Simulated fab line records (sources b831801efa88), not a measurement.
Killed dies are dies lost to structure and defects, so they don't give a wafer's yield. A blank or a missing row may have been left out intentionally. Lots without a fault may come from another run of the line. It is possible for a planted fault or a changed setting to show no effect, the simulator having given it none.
Shared-tool check || flow sky130 || 12 lots and 36 wafers in the sample

REASON IT WAS OPENED
SKY_LDD_P_TW_MEAS_11, reading LDD_P_TW: flagged on 2 of 12 lots. Fault-free wafers read 629, with a standard deviation of 5.1.
Rule: a lot is flagged in two cases, either no wafer of it has a number, or all its wafers with numbers fall more than 4 standard deviations from that mean. The other lots count as sound.

{"lot": "L337", "measured": "day 19 12:54", "on": "film_metro-01", "LDD_P_TW, wafer by wafer": "637 639 635", "flag": ""}
{"lot": "L338", "measured": "day 20 02:56", "on": "film_metro-04", "LDD_P_TW, wafer by wafer": "635 634 630", "flag": ""}
{"lot": "L342", "measured": "day 21 18:04", "on": "film_metro-02", "LDD_P_TW, wafer by wafer": "621 622 625", "flag": ""}
{"lot": "L347", "measured": "day 23 15:09", "on": "film_metro-02", "LDD_P_TW, wafer by wafer": "368 368 371", "flag": "FLAGGED"}
{"lot": "L348", "measured": "day 24 01:43", "on": "film_metro-01", "LDD_P_TW, wafer by wafer": "376 376 375", "flag": "FLAGGED"}
{"lot": "L352", "measured": "day 25 09:10", "on": "film_metro-01", "LDD_P_TW, wafer by wafer": "631 628 632", "flag": ""}
{"lot": "L353", "measured": "day 25 10:51", "on": "film_metro-01", "LDD_P_TW, wafer by wafer": "629 630 632", "flag": ""}
{"lot": "L355", "measured": "day 26 10:19", "on": "film_metro-01", "LDD_P_TW, wafer by wafer": "632 632 634", "flag": ""}
{"lot": "L354", "measured": "day 26 14:39", "on": "film_metro-04", "LDD_P_TW, wafer by wafer": "629 629 633", "flag": ""}
{"lot": "L356", "measured": "day 26 15:58", "on": "film_metro-01", "LDD_P_TW, wafer by wafer": "632 632 630", "flag": ""}
{"lot": "L357", "measured": "day 26 23:00", "on": "film_metro-02", "LDD_P_TW, wafer by wafer": "623 622 622", "flag": ""}
{"lot": "L358", "measured": "day 27 04:07", "on": "film_metro-04", "LDD_P_TW, wafer by wafer": "633 634 632", "flag": ""}
Average over the flagged lots: 372; offset from the usual -257, equal to -50 standard deviations.

TOOL THAT RAN EACH LOT
The record keeps 1 process step preceding the reading, out of 708 steps on the route. Read each cell as the tool, then ch plus the chambers that the sampled wafers visited, then the start.
{"lot": "L337", "flag": "", "SKY_LDD_P_IMPLANT_09": "implanter-02 ch 0, day 19 12:39"}
{"lot": "L338", "flag": "", "SKY_LDD_P_IMPLANT_09": "implanter-01 ch 0, day 20 02:41"}
{"lot": "L342", "flag": "", "SKY_LDD_P_IMPLANT_09": "implanter-01 ch 0, day 21 17:49"}
{"lot": "L347", "flag": "FLAGGED", "SKY_LDD_P_IMPLANT_09": "implanter-02 ch 0, day 23 14:54"}
{"lot": "L348", "flag": "FLAGGED", "SKY_LDD_P_IMPLANT_09": "implanter-02 ch 0, day 24 01:30"}
{"lot": "L352", "flag": "", "SKY_LDD_P_IMPLANT_09": "implanter-04 ch 0, day 25 08:55"}
{"lot": "L353", "flag": "", "SKY_LDD_P_IMPLANT_09": "implanter-04 ch 0, day 25 10:36"}
{"lot": "L355", "flag": "", "SKY_LDD_P_IMPLANT_09": "implanter-04 ch 0, day 26 10:04"}
{"lot": "L354", "flag": "", "SKY_LDD_P_IMPLANT_09": "implanter-02 ch 0, day 26 14:26"}
{"lot": "L356", "flag": "", "SKY_LDD_P_IMPLANT_09": "implanter-02 ch 0, day 26 15:45"}
{"lot": "L357", "flag": "", "SKY_LDD_P_IMPLANT_09": "implanter-02 ch 0, day 26 22:47"}
{"lot": "L358", "flag": "", "SKY_LDD_P_IMPLANT_09": "implanter-02 ch 0, day 27 03:54"}
What is done by these steps:
- SKY_LDD_P_IMPLANT_09
- SKY_LDD_P_TW_MEAS_11

FLAGGED OVER TOTAL, TOOL BY TOOL (the gauges that took the reading come last)
{"step": "SKY_LDD_P_IMPLANT_09", "tool": "implanter-01", "lots run": 2, "flagged": 0, "share of the flagged lots": "none", "sound lots run after its first flagged lot": "-"}
{"step": "SKY_LDD_P_IMPLANT_09", "tool": "implanter-02", "lots run": 7, "flagged": 2, "share of the flagged lots": "all", "sound lots run after its first flagged lot": "4 (L354,L356,L357,L358)"}
{"step": "SKY_LDD_P_IMPLANT_09", "tool": "implanter-04", "lots run": 3, "flagged": 0, "share of the flagged lots": "none", "sound lots run after its first flagged lot": "-"}
{"step": "SKY_LDD_P_TW_MEAS_11", "tool": "film_metro-01", "lots run": 6, "flagged": 1, "share of the flagged lots": "some", "sound lots run after its first flagged lot": "4 (L352,L353,L355,L356)"}
{"step": "SKY_LDD_P_TW_MEAS_11", "tool": "film_metro-02", "lots run": 3, "flagged": 1, "share of the flagged lots": "some", "sound lots run after its first flagged lot": "1 (L357)"}
{"step": "SKY_LDD_P_TW_MEAS_11", "tool": "film_metro-04", "lots run": 3, "flagged": 0, "share of the flagged lots": "none", "sound lots run after its first flagged lot": "-"}

THE TABLE: WHAT IT ALLOWS
In the table, 1 row covers all flagged lots: implanter-02 at SKY_LDD_P_IMPLANT_09.
- implanter-02 at SKY_LDD_P_IMPLANT_09 ran 7 lots, 2 of them flagged. After the first flagged lot (L354, L356, L357, L358), sound lots still ran on it; a lasting fault on the whole tool would not permit that. Its own readings (dose_ions_cm2, faraday_current_uA) fall more than 4 standard deviations out on all wafers of the flagged lots.
Every row of the table either missed a flagged lot or ran a sound lot after the first.

WHAT THE SIMULATOR HAD INSERTED
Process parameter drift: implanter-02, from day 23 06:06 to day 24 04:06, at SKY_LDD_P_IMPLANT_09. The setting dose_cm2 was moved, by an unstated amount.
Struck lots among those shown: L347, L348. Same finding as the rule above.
